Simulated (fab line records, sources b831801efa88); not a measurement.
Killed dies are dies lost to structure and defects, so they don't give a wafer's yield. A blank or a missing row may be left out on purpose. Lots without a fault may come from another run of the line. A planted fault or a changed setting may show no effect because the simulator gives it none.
Chamber matching | flow sky130 | SKY_CONTACT_CVD_00 on pecvd-01: 3 sister chambers
The step deposits Si3N4, target thk 75 nm. 3 wafers are shown with their chamber, then 7 later ones without.

WAFERS WITH THEIR CHAMBER
wafer  | chamber | heater_power_w (W)
L403.4 | 1       | 772
L413.1 | 2       | 731
L413.5 | 0       | 699

WAFERS WITHOUT THEIR CHAMBER
wafer  | heater_power_w (W)
L413.6 | 787
L416.1 | 846
L416.3 | 606
L416.4 | 618
L417.1 | 743
L417.5 | 788
L417.6 | 647

WHICH CHAMBER EACH WENT THROUGH
wafer  | from the rows above          | in truth
L413.6 | can't be placed: 1 or 2 or 0 | 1
L416.1 | can't be placed: 1 or 2 or 0 | 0
L416.3 | can't be placed: 0 or 2 or 1 | 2
L416.4 | can't be placed: 0 or 2 or 1 | 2
L417.1 | can't be placed: 2 or 1 or 0 | 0
L417.5 | can't be placed: 1 or 2 or 0 | 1
L417.6 | can't be placed: 0 or 2 or 1 | 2
Placed correctly: 0 of 7. Can't be placed from these rows: 7 (the true chamber is among the candidates in 7). Placed wrongly: 0.
How it was worked out, from the rows above alone: a wafer's distance from a chamber is the root of the sum, over the readings, of the square of ((its reading less the chamber's mean) divided by the reading's scatter). The wafer belongs to the nearest chamber; if the next one is less than 2 further off, it can't be placed. A chamber's mean is the mean of its shown wafers. The scatter: with one shown wafer a chamber, the root of the mean of the squares of how far each hidden wafer lies from its nearest shown one.
